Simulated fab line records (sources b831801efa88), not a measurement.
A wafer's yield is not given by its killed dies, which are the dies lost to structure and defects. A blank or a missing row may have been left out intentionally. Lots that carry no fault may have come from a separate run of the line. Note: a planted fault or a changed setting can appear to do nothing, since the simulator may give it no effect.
8D (eight disciplines) problem report, filled in by code | flow sfq-line | the parts of the form that need people (team, actions taken, sign-off) are left out

== 1. WHAT IS WRONG ==
M2_NB_RS at SFQ_M2_RS_MEAS_914 reads a mean of 2.635 ohm/sq on 1 wafer of 1 lot; wafers without a fault read 0.889 ohm/sq with a standard deviation of 0.0095. That is +99 or more standard deviations from the usual mean.
The step: measures by four-point-probe.
The first sign was on wafer L338.4 at day 20 10:11, on film-metro-04. Wafers with a number at this step in the record: 39, from 13 lots. The rule behind "out" and "out of limits": a value lying over 4 standard deviations away from the usual mean. All remaining wafers that have a number are taken as sound.

== 2. WHAT THIS IS AND IS NOT ==
question                    | is                | is not
which readings at this step | M2_NB_RS          | -
which lots                  | L338              | L331, L332, L333, L341, L342, L343, L346, L347, L348, L349, L350, L351
which wafers of those lots  | L338.4            | L338.5, L338.6
read on which gauges        | film-metro-04     | film-metro-01, film-metro-03
when                        | from day 20 10:11 | up to then (11 sound wafers); but 27 sound wafers of L341, L342, L343, L346, L347, L348, L349, L350, L351 came after

== 3. SUSPECTS, AND WHAT RULES EACH OUT ==
Counting: any tool at a process step up to the reading remains a suspect provided it ran every lot that is out. Sound lots after the first of them don't rule it out here, since some wafers of a struck lot are sound.
- the gauge at SFQ_M2_RS_MEAS_914: ruled out. All the wafers that are out were read on film-metro-04, but those of them that SFQ_TRILAYER_M2_ETCH_METAL_ETCH_060 has rows for are out there too, on other tools.
- rie-metal-04 at SFQ_TRILAYER_L0_BARC_OPEN_METAL_ETCH_010 (etches BARC in O2, target depth 125 nm, time 41.7 s): kept. It processed L338, the lot that is out, at day 4 05:19, and its most recent sound lot before then was L331 at day 2 23:17.
- pvd-sputter-04 at SFQ_TRILAYER_M2_DEP_SPUTTER_055 (material Nb, target thk 200 nm, time 133.3 s): kept. It processed L338, the lot that is out, at day 20 10:02, and its most recent sound lot before then was L331 at day 18 09:42.
Remaining after the count are rie-metal-04 at SFQ_TRILAYER_L0_BARC_OPEN_METAL_ETCH_010 and pvd-sputter-04 at SFQ_TRILAYER_M2_DEP_SPUTTER_055.

== 4. THE CAUSE (what the simulator had put in) ==
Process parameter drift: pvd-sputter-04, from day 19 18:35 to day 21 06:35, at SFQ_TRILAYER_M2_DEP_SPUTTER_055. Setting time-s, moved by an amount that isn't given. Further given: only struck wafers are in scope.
After counting, 2 suspects remain, this tool included.

== 5. SEQUENCE OF EFFECTS, ordered by route ==
Each row: a reading where the mean over the struck wafers with a number is more than 3 standard deviations away from the usual. Readings are gone through only where the record gives a usual standard deviation; hours: the median, over the lots, of the time from a lot's start at the first step in this table giving one to that lot's start at this step; sigmas: the change measured in usual standard deviations.
hours | step                                | reading        | usual        | on struck wafers | change | sigmas
0     | SFQ_M2_RS_MEAS_914                  | M2_NB_RS       | 0.889 ohm/sq | 2.635            | +1.746 | +99 or more
171   | SFQ_TRILAYER_M2_ETCH_METAL_ETCH_060 | oes-product-au | 0.895 a.u.   | 0.558            | -0.337 | -51
Process steps it contains:
- SFQ_TRILAYER_M2_ETCH_METAL_ETCH_060: etches Nb in Cl2/Ar, stops on SiO2, target depth 240 nm, time 120 s.

== 6. WHAT WOULD HAVE CAUGHT IT SOONER ==
The first out-of-limits reading at a measuring or inspecting step in this record came at day 20 10:11, 16 hours after the fault's start at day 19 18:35.
No tool reading at SFQ_TRILAYER_M2_DEP_SPUTTER_055 that has a usual standard deviation in the record was out on any struck wafer, so an alarm limit of 4 standard deviations on those readings would not have fired.
Each of the lots that are out, 1 in all, had begun SFQ_TRILAYER_M2_DEP_SPUTTER_055 on pvd-sputter-04 no later than day 20 10:11. Tool hold at that time: it would have spared none of them.
